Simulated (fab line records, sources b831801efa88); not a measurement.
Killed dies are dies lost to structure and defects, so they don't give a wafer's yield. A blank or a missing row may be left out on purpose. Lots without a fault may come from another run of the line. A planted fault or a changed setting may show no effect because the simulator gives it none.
fab line records | flow sky130 | part 1 of 2: steps 1 to 31 of 32
record lots=6 wafers=18 last_day=50
route steps=708 shown CONTACT@424 METAL1@434 PAD_OPEN@708
lots that met no fault: from a run of the same line without faults
start_h: hours from the record's first day to the start of the lot's first wafer shown | wait_h: hours since the lot's step before | " the same as in the row above | L1.1+2: a row that stands for several wafers | - no value, or no start given | * or withheld: withheld | < > ~ a bound
route shown NAME@n: a module of which the file shows steps, and the number in the route of the first | usual: mean/standard deviation of fault-free wafers | same: alike in all rows | chamber/n: place in a boat | sites: the reading at each site | _std_site: their standard deviation | _edge_site: outer sites' mean less inner sites' | radius_mm: how far each site lies from the wafer's centre | mask NAME#n: copy n | behind: the tool/chamber that last shaped the wafer | hold: why the lot was held/for how many hours/how that ended | device: the transistor (n, p or np) that didn't switch | end of line: the same wafers' tests at the end of the route | a step without rows: its recipe alone | killed: dies lost to structure and defects at the first sort, not the wafer's yield | map: a wafer's dies, x killed, . not, _ none there
set.NAME: the setting as run; set.NAME@STEP: as run at that earlier step | model.NAME: the simulator's own value behind a step, which no gauge read
lots at some steps of the route; a table a step, a row a wafer
services: from which hour (start_h, from the record's first day; less than 0 if before it) a tool's chamber was out of use, for how many hours, and why
## steps
# step SKY_CONTACT_ETCH_18
# recipe target=Si3N4 chemistry=CHF3/O2 stop_on=TiN source_w=600 bias_w=200 pressure_mtorr=40 chf3_flow_sccm=50 O2_flow_sccm=5 time_s=39 target_depth_a=750
# usual chamber_pressure_mTorr=40.00/0.039 drypump_motor_current_A=5.6/0.43 oes_product_au=0.856/0.0077 rf_fwd_power_W=593.2/2.7 throttle_valve_pct=8.793/0.0087
# columns lot.wafer tool chamber start_h wait_h chamber_pressure_mTorr drypump_motor_current_A oes_product_au rf_fwd_power_W rf_hours_counter_h throttle_valve_pct
L834.1 rie_diel-02 2 - - 39.99 5.9 0.857 595.0 17 8.796
L834.4 " 3 " " 40.03 6.5 0.866 595.5 - 8.780
L834.6 " 2 " " 39.96 5.9 0.856 595.6 - 8.796
L839.3 rie_diel-02 3 - - 39.96 6.4 0.844 595.9 36 8.789
L839.5 " 3 " " 40.03 6.4 0.862 593.6 - 8.805
L839.6 " 0 " " 39.99 5.6 0.867 595.9 - 8.802
L840.1 rie_diel-01 1 - - 39.97 6.1 0.851 595.3 6 8.804
L840.4 " 0 " " 39.97 4.9 0.856 592.6 16 8.803
L840.5 " 1 " " 40.03 6.1 0.857 596.3 - 8.805
L849.1 rie_diel-02 1 - - 39.97 6.1 0.860 594.3 1 8.804
L849.3 " 3 " " 39.98 6.5 0.855 595.9 1 8.795
L849.6 " 0 " " 40.06 5.6 0.858 594.7 - 8.782
L850.2 rie_diel-01 0 - - 39.97 5.0 0.853 594.3 19 8.799
L850.3 " 3 " " 39.99 5.3 0.858 590.4 2 8.801
L850.6 " 2 " " 40.01 5.1 0.863 587.6 - 8.793
L854.1 rie_diel-03 3 - - 40.05 5.5 0.852 592.8 25 8.778
L854.3 " 2 " " 40.00 5.8 0.853 594.0 10 8.791
L854.6 " 2 " " 40.02 5.8 0.856 593.2 - 8.775
# step SKY_CONTACT_STRIP_19
# recipe chemistry=O2/N2 power_w=1400 pressure_mtorr=1500 platen_temp_c=withheld o2_flow_sccm=3000 n2_flow_sccm=300 overash_fraction=0.5
# step SKY_CONTACT_STRIP_20
# recipe chemistry=post_etch_residue_remover time_s=1200 temp_c=72.5
# step SKY_CONTACT_CLEAN_21
# recipe chemistry=IPA time_s=180 temp_c=25
# step SKY_CONTACT_CLEAN_22
# recipe chemistry=O3/DIW dry=n2_spin
# step SKY_CONTACT_SPUTTER_23
# recipe material=TiN target_thk_nm=20 chamber_pressure_pa=5 power_w=4000 time_s=80
# usual cathode_dc_power_W=3999.9/0.72 throttle_valve_pct=29.4/1.1
# columns lot.wafer tool chamber start_h wait_h cathode_dc_power_W throttle_valve_pct
L834.1 pvd_sputter-02 - 764.90 0.0 3999.7 30.1
L834.4 " - " " 3999.9 30.6
L834.6 " - " " 4001.7 31.7
L839.3 pvd_sputter-02 - 818.35 0.0 3999.5 32.0
L839.5 " - " " 3999.5 27.6
L839.6 " - " " 4000.0 29.8
L840.1 pvd_sputter-01 - 818.99 0.0 4000.3 29.2
L840.4 " - " " 4000.5 27.6
L840.5 " - " " 4000.5 27.7
L849.1 pvd_sputter-01 - 880.70 0.0 3999.2 30.1
L849.3 " - " " 3999.7 29.5
L849.6 " - " " 3999.6 29.4
L850.2 pvd_sputter-01 - 888.67 0.0 3999.3 29.5
L850.3 " - " " 4000.0 27.5
L850.6 " - " " 4000.3 29.4
L854.1 pvd_sputter-04 - 912.86 0.0 3999.8 27.8
L854.3 " - " " 3999.4 29.6
L854.6 " - " " 3999.6 29.9
# step SKY_CONTACT_CVD_24
# recipe material=W target_thk_nm=340 time_s=102.12 temp_c=400 pressure_torr=40
# step SKY_CONTACT_RS_MEAS_25
# recipe thk_meas_gauge=four-point-probe reads=W_of_CONTACT_CVD_24+TiN_of_CONTACT_SPUTTER_23
# usual CONTACT_W_RS=0.337/0.0036
# columns lot.wafer tool chamber start_h wait_h CONTACT_W_RS[ohm/sq]
L834.1 film_metro-03 - 765.07 0.1 0.336
L834.4 " - " " 0.339
L834.6 " - " " 0.335
L839.3 film_metro-01 - 818.56 0.1 0.331
L839.5 " - " " 0.337
L839.6 " - " " 0.332
L840.1 film_metro-01 - 819.16 0.1 0.332
L840.4 " - " " 0.341
L840.5 " - " " 0.336
L849.1 film_metro-03 - 880.87 0.1 0.335
L849.3 " - " " 0.334
L849.6 " - " " 0.332
L850.2 film_metro-01 - 888.86 0.1 0.337
L850.3 " - " " 0.338
L850.6 " - " " 0.339
L854.1 film_metro-04 - 913.03 0.1 0.331
L854.3 " - " " 0.329
L854.6 " - " " 0.333
# step SKY_CONTACT_THK_MEAS_26
# recipe thk_meas_gauge=xrf reads=W_of_CONTACT_CVD_24
# usual CONTACT_W_THK=352/4.5
# columns lot.wafer tool chamber start_h wait_h CONTACT_W_THK[nm]
L834.1 film_metro-03 - 765.19 0.1 356
L834.4 " - " " 349
L834.6 " - " " 357
L839.3 film_metro-01 - 818.66 0.1 357
L839.5 " - " " 352
L839.6 " - " " 357
L840.1 film_metro-01 - 819.28 0.1 357
L840.4 " - " " 348
L840.5 " - " " 353
L849.1 film_metro-03 - 880.99 0.1 355
L849.3 " - " " 359
L849.6 " - " " 359
L850.2 film_metro-01 - 888.97 0.1 347
L850.3 " - " " 346
L850.6 " - " " 345
L854.1 film_metro-04 - 913.15 0.1 357
L854.3 " - " " 359
L854.6 " - " " 356
# step SKY_CONTACT_CMP_27
# recipe stop_on=SiO2 t_overpolish_s=15 down_force_psi=3.5 platen_rpm=60 target_thk_nm=0 pad_velocity_m_s=0.94248
# step SKY_METAL1_SPUTTER_00
# recipe material=Ti target_thk_nm=15 power_w=3000 time_s=10 chamber_pressure_pa=0.4059
# step SKY_METAL1_SPUTTER_01
# recipe material=TiN target_thk_nm=20 power_w=6500 time_s=16.7 chamber_pressure_pa=0.4
# step SKY_METAL1_SPUTTER_02
# recipe material=AlCu target_thk_nm=250 power_w=10600 time_s=13.3 chamber_pressure_pa=0.4
# usual cathode_dc_power_W=10600/2 throttle_valve_pct=29.5/0.92
# columns lot.wafer tool chamber start_h wait_h cathode_dc_power_W throttle_valve_pct model.AlCu_of_METAL1_SPUTTER_02.thk_nm
L834.1 pvd_sputter-01 - 765.59 0.0 10599 29.3 253.3
L834.4 " - " " 10599 27.6 252
L834.6 " - " " 10599 27.8 252.5
L839.3 pvd_sputter-04 - 819.05 0.0 10597 29.5 248.8
L839.5 " - " " 10600 29.5 250.7
L839.6 " - " " 10602 30.1 248.3
L840.1 pvd_sputter-01 - 819.69 0.0 10600 27.8 248
L840.4 " - " " 10598 30.0 250.7
L840.5 " - " " 10599 30.1 250.2
L849.1 pvd_sputter-01 - 881.39 0.0 10601 29.9 148.7
L849.3 " - " " 10601 27.6 149
L849.6 " - " " 10597 29.2 149.1
L850.2 pvd_sputter-04 - 889.37 0.0 10601 30.2 250.1
L850.3 " - " " 10602 29.9 248.1
L850.6 " - " " 10598 29.3 249.9
L854.1 pvd_sputter-01 - 915.66 0.0 10599 29.9 148.2
L854.3 " - " " 10602 27.8 147.8
L854.6 " - " " 10598 30.3 148.5
# step SKY_METAL1_SPUTTER_03
# recipe material=Ti target_thk_nm=5 power_w=3000 time_s=3.3 chamber_pressure_pa=0.4
# usual cathode_dc_power_W=3000.0/0.49 throttle_valve_pct=29.5/0.92
# columns lot.wafer tool chamber start_h wait_h cathode_dc_power_W throttle_valve_pct
L834.1 pvd_sputter-01 - 765.62 0.0 2999.2 29.1
L834.4 " - " " 3000.5 27.8
L834.6 " - " " 2999.9 27.8
L839.3 pvd_sputter-04 - 819.07 0.0 3000.2 29.3
L839.5 " - " " 2999.0 29.1
L839.6 " - " " 2999.0 30.4
L840.1 pvd_sputter-01 - 819.71 0.0 3000.2 27.9
L840.4 " - " " 3000.5 30.2
L840.5 " - " " 2999.9 30.0
L849.1 pvd_sputter-01 - 881.42 0.0 3000.3 29.9
L849.3 " - " " 3000.1 27.4
L849.6 " - " " 2999.8 29.4
L850.2 pvd_sputter-04 - 889.39 0.0 2999.0 30.2
L850.3 " - " " 2999.8 30.0
L850.6 " - " " 2999.2 29.5
L854.1 pvd_sputter-01 - 915.68 0.0 2999.0 30.1
L854.3 " - " " 3000.1 27.6
L854.6 " - " " 3000.5 30.0
# step SKY_METAL1_SPUTTER_04
# recipe material=TiN target_thk_nm=70 power_w=6500 time_s=58.3 chamber_pressure_pa=0.4
# step SKY_METAL1_RS_MEAS_05
# recipe thk_meas_gauge=four-point-probe reads=TiN_of_METAL1_SPUTTER_04+Ti_of_METAL1_SPUTTER_03+AlCu_of_METAL1_SPUTTER_02+TiN_of_METAL1_SPUTTER_01+Ti_of_METAL1_SPUTTER_00
# usual METAL1_ALCU_RS=0.1268/0.0013
# columns lot.wafer tool chamber start_h wait_h METAL1_ALCU_RS[ohm/sq]
L834.1 film_metro-03 - 765.69 0.0 0.1249
L834.4 " - " " 0.1255
L834.6 " - " " 0.1254
L839.3 film_metro-03 - 819.18 0.1 0.1271
L839.5 " - " " 0.1265
L839.6 " - " " 0.1274
L840.1 film_metro-03 - 819.78 0.0 0.1278
L840.4 " - " " 0.1266
L840.5 " - " " 0.1265
L849.1 film_metro-03 - 881.49 0.0 0.2180
L849.3 " - " " 0.2177
L849.6 " - " " 0.2170
L850.2 film_metro-04 - 889.48 0.0 0.1267
L850.3 " - " " 0.1277
L850.6 " - " " 0.1268
L854.1 film_metro-04 - 915.75 0.0 0.2184
L854.3 " - " " 0.2194
L854.6 " - " " 0.2179
# step SKY_METAL1_THK_MEAS_06
# recipe thk_meas_gauge=xrf reads=AlCu_of_METAL1_SPUTTER_02
# usual METAL1_ALCU_THK=252.8/2.5
# columns lot.wafer tool chamber start_h wait_h METAL1_ALCU_THK[nm]
L834.1 film_metro-03 - 765.81 0.1 253.4
L834.4 " - " " 255.1
L834.6 " - " " 253.0
L839.3 film_metro-03 - 819.28 0.1 251.1
L839.5 " - " " 255.1
L839.6 " - " " 252.1
L840.1 film_metro-03 - 819.90 0.1 252.6
L840.4 " - " " 251.9
L840.5 " - " " 251.9
L849.1 film_metro-03 - 881.61 0.1 151.2
L849.3 " - " " 150.8
L849.6 " - " " 150.0
L850.2 film_metro-04 - 889.59 0.1 253.7
L850.3 " - " " 251.5
L850.6 " - " " 253.3
L854.1 film_metro-04 - 915.87 0.1 150.2
L854.3 " - " " 149.6
L854.6 " - " " 150.9
# step SKY_METAL1_DEHYDRATE_07
# recipe temp_c=200 time_s=60
# step SKY_METAL1_HMDS_08
# recipe prime_time_s=60 prime_temp_c=120
# step SKY_METAL1_COAT_09
# recipe resist=BARC temp_c=withheld time_s=withheld spin_rpm=3000 resist_thk_nm=60
# step SKY_METAL1_COAT_10
# recipe resist=KrF-thick spin_rpm=3000 resist_thk_nm=450
# step SKY_METAL1_SOFTBAKE_11
# recipe temp_c=100 time_s=90 resist=KrF-thick
# step SKY_METAL1_EXPOSE_12
# recipe mask_id=MM1 na=0.8 source_shape=annular sigma_inner=0.55 sigma_outer=0.85 target_cd_nm=140 dose_mj=28
# step SKY_METAL1_PEB_13
# recipe peb_temp_c=withheld peb_time_s=withheld resist=KrF-thick
# step SKY_METAL1_DEVELOP_14
# recipe develop_time_s=60 resist=KrF-thick dev_temp_c=21
# step SKY_METAL1_CD_MEAS_15
# recipe target_cd_nm=140
# usual cd_nm=140.0/1.9
# columns lot.wafer tool chamber start_h wait_h cd_nm
L834.1 cd_sem-01 - 793.03 - 139.3
L834.4 " - " " 139.2
L834.6 " - " " 139.1
L839.3 cd_sem-01 - 845.49 - 139.4
L839.5 " - " " 138.1
L839.6 " - " " 138.3
L840.1 cd_sem-01 - 845.80 - 136.8
L840.4 " - " " 137.8
L840.5 " - " " 136.5
L849.1 cd_sem-01 - 907.48 - 143.7
L849.3 " - " " 145.1
L849.6 " - " " 143.2
L850.2 cd_sem-01 - 914.77 - 138.3
L850.3 " - " " 138.4
L850.6 " - " " 138.9
L854.1 cd_sem-01 - 940.50 - 139.6
L854.3 " - " " 140.0
L854.6 " - " " 137.9
# step SKY_METAL1_OVL_MEAS_16
# usual METAL1_OVL=-3/6
# columns lot.wafer tool chamber start_h wait_h METAL1_OVL[nm]
L834.1 overlay-02 - 793.15 0.1 -2
L834.4 " - " " 0
L834.6 " - " " -3
L839.3 overlay-02 - 845.58 0.1 -7
L839.5 " - " " -5
L839.6 " - " " -3
L840.1 overlay-01 - 845.92 0.1 -2
L840.4 " - " " 3
L840.5 " - " " -5
L849.1 overlay-02 - 907.60 0.1 -8
L849.3 " - " " 0
L849.6 " - " " -5
L850.2 overlay-01 - 914.88 0.1 0
L850.3 " - " " -2
L850.6 " - " " 2
L854.1 overlay-02 - 940.62 0.1 -2
L854.3 " - " " -2
L854.6 " - " " -8
# step SKY_METAL1_DESCUM_17
# recipe chemistry=O2 source_power_w=150 bias_power_w=0 pressure_mtorr=10 temp_c=40 time_s=8
# usual chamber_pressure_mTorr=10.000/0.0087 drypump_motor_current_A=5.93/0.29 oes_product_au=0.996/0.011 rf_fwd_power_W=147.7/0.81
# columns lot.wafer tool chamber start_h wait_h chamber_pressure_mTorr drypump_motor_current_A oes_product_au rf_fwd_power_W rf_hours_counter_h
L834.1 rie_metal-04 0 793.18 0.0 10.002 5.89 0.994 147.0 14
L834.4 " 1 " " 9.996 6.33 0.983 148.2 -
L834.6 " 0 " " 9.990 5.91 0.985 147.3 -
L839.3 rie_metal-01 0 845.62 0.0 9.999 5.80 1.005 147.9 -
L839.5 " 0 " " 10.002 5.82 1.003 147.4 -
L839.6 " 1 " " 9.995 5.67 1.000 147.5 -
L840.1 rie_metal-04 0 845.95 0.0 9.999 5.88 0.998 146.4 0
L840.4 " 0 " " 9.995 5.86 1.004 146.5 -
L840.5 " 0 " " 10.000 5.87 0.996 145.9 -
L849.1 rie_metal-04 0 907.63 0.0 9.999 5.87 1.006 145.7 3
L849.3 " 1 " " 9.978 6.29 0.981 148.4 -
L849.6 " 1 " " 9.990 6.30 0.978 148.3 -
L850.2 rie_metal-04 0 914.91 0.0 9.996 5.85 1.000 145.7 3
L850.3 " 0 " " 10.010 5.82 1.002 146.7 -
L850.6 " 0 " " 10.001 5.84 1.013 146.3 -
L854.1 rie_metal-01 1 940.66 0.0 9.998 5.67 0.998 148.7 6
L854.3 " 0 " " 10.000 5.80 0.997 148.1 -
L854.6 " 1 " " 9.997 5.69 1.006 148.1 -
# step SKY_METAL1_ETCH_18
# recipe chemistry=N2/H2 target=BARC ion_energy_ev=200 bias_w=100 pressure_mtorr=30 n2_flow_sccm=100 h2_flow_sccm=200 icp_w=500 stop_on=SiO2 time_s=45.9 target_depth_a=600
# usual chamber_pressure_mTorr=29.998/0.024 drypump_motor_current_A=5.94/0.29 oes_product_au=0.855/0.0045 rf_fwd_power_W=495.8/2 throttle_valve_pct=13.225/0.0097
# columns lot.wafer tool chamber start_h wait_h chamber_pressure_mTorr drypump_motor_current_A oes_product_au rf_fwd_power_W rf_hours_counter_h throttle_valve_pct
L834.1 rie_metal-04 0 793.22 0.0 29.976 5.88 0.851 492.6 14 13.227
L834.4 " 1 " " 30.003 6.32 0.858 494.1 - 13.240
L834.6 " 0 " " 30.018 5.89 0.850 493.4 - 13.231
L839.3 rie_metal-01 0 845.66 0.0 29.962 5.80 0.851 497.9 - 13.218
L839.5 " 0 " " 29.971 5.81 0.863 493.9 - 13.241
L839.6 " 1 " " 29.978 5.64 0.861 498.6 - 13.224
L840.1 rie_metal-04 0 845.98 0.0 29.982 5.86 0.856 494.7 0 13.222
L840.4 " 0 " " 30.021 5.92 0.855 494.8 - 13.234
L840.5 " 0 " " 30.043 5.87 0.854 494.6 - 13.206
L849.1 rie_metal-04 0 907.67 0.0 30.021 5.86 0.855 493.1 3 13.206
L849.3 " 1 " " 30.016 6.32 0.855 496.4 - 13.238
L849.6 " 1 " " 29.970 6.33 0.852 496.5 - 13.221
L850.2 rie_metal-04 0 914.94 0.0 29.994 5.85 0.864 494.9 3 13.227
L850.3 " 0 " " 29.977 5.84 0.863 492.8 - 13.226
L850.6 " 0 " " 30.013 5.87 0.866 491.5 - 13.222
L854.1 rie_metal-01 1 940.69 0.0 30.004 5.63 0.853 498.8 6 13.220
L854.3 " 0 " " 30.011 5.80 0.863 498.5 - 13.228
L854.6 " 1 " " 29.984 5.65 0.855 495.5 - 13.212
# step SKY_METAL1_METAL_ETCH_19
# recipe target_depth_a=3600 stop_on=SiO2 over_etch_frac=0.3 time_s=78 chemistry=Cl2/BCl3 resist_sidewall_deg=88 pressure_mtorr=10 icp_w=900 bias_w=48.5 Cl2_flow_sccm=60 bcl3_flow_sccm=30
# usual chamber_pressure_mTorr=10.000/0.0099 drypump_motor_current_A=5.93/0.29 oes_product_au=0.854/0.0057 rf_fwd_power_W=894/3.2 throttle_valve_pct=22.265/0.0092
# columns lot.wafer tool chamber start_h wait_h chamber_pressure_mTorr drypump_motor_current_A oes_product_au rf_fwd_power_W rf_hours_counter_h throttle_valve_pct
L834.1 rie_metal-04 0 793.28 0.0 9.995 5.87 0.859 892 14 22.257
L834.4 " 1 " " 10.005 6.30 0.861 897 - 22.270
L834.6 " 0 " " 9.994 5.86 0.856 887 - 22.251
L839.3 rie_metal-01 0 845.73 0.1 9.994 5.76 0.850 895 - 22.263
L839.5 " 0 " " 9.999 5.80 0.850 892 - 22.256
L839.6 " 1 " " 9.993 5.68 0.853 897 - 22.263
L840.1 rie_metal-04 0 846.05 0.0 10.013 5.89 0.852 888 0 22.256
L840.4 " 0 " " 9.997 5.88 0.862 892 - 22.253
L840.5 " 0 " " 9.997 5.88 0.856 892 - 22.278
L849.1 rie_metal-04 0 907.73 0.0 10.002 5.80 0.744 890 3 22.259
L849.3 " 1 " " 9.997 6.33 0.749 895 - 22.275
L849.6 " 1 " " 10.013 6.31 0.743 897 - 22.273
L850.2 rie_metal-04 0 915.00 0.0 9.982 5.84 0.861 892 4 22.254
L850.3 " 0 " " 9.981 5.85 0.845 893 - 22.251
L850.6 " 0 " " 9.999 5.82 0.861 893 - 22.258
L854.1 rie_metal-01 1 940.75 0.0 9.990 5.64 0.748 894 6 22.275
L854.3 " 0 " " 10.005 5.75 0.743 900 - 22.262
L854.6 " 1 " " 10.002 5.63 0.750 893 - 22.266
# step SKY_METAL1_STRIP_20
# recipe chemistry=O2/N2 power_w=1400 pressure_mtorr=1500 platen_temp_c=withheld o2_flow_sccm=3000 n2_flow_sccm=300 overash_fraction=0.5
## key
first_sign step=SKY_METAL1_RS_MEAS_05 reading=METAL1_ALCU_RS direction=up sigmas=72 usual=0.1268 struck=0.2181
effect step=SKY_METAL1_THK_MEAS_06 reading=METAL1_ALCU_THK direction=down sigmas=40 usual=252.8 struck=150.5
effect step=SKY_METAL1_METAL_ETCH_19 reading=oes_product_au direction=down sigmas=19 usual=0.854 struck=0.746
model_effect step=SKY_METAL1_SPUTTER_02 value=AlCu_of_METAL1_SPUTTER_02.thk_nm without=252.6 struck=148.5
model_effect step=SKY_PAD_OPEN_PROBE_99 value=etest.met1.line_ohm_um without=0.8857 struck=1.544
met_at SKY_METAL1_SPUTTER_02
struck_wafers L849.1,L849.3,L849.6,L854.1,L854.3,L854.6
onset_between 819.69 881.39
also_fits SKY_METAL1_SPUTTER_03:pvd_sputter-01
fault kind=process_parameter_drift tool=pvd_sputter-01 chamber=- onset_h=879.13 steps=SKY_METAL1_SPUTTER_02 channel=target_thk_nm offset=-104.08 shape=step end_h=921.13 acts_in=these_recipes_only stated=250
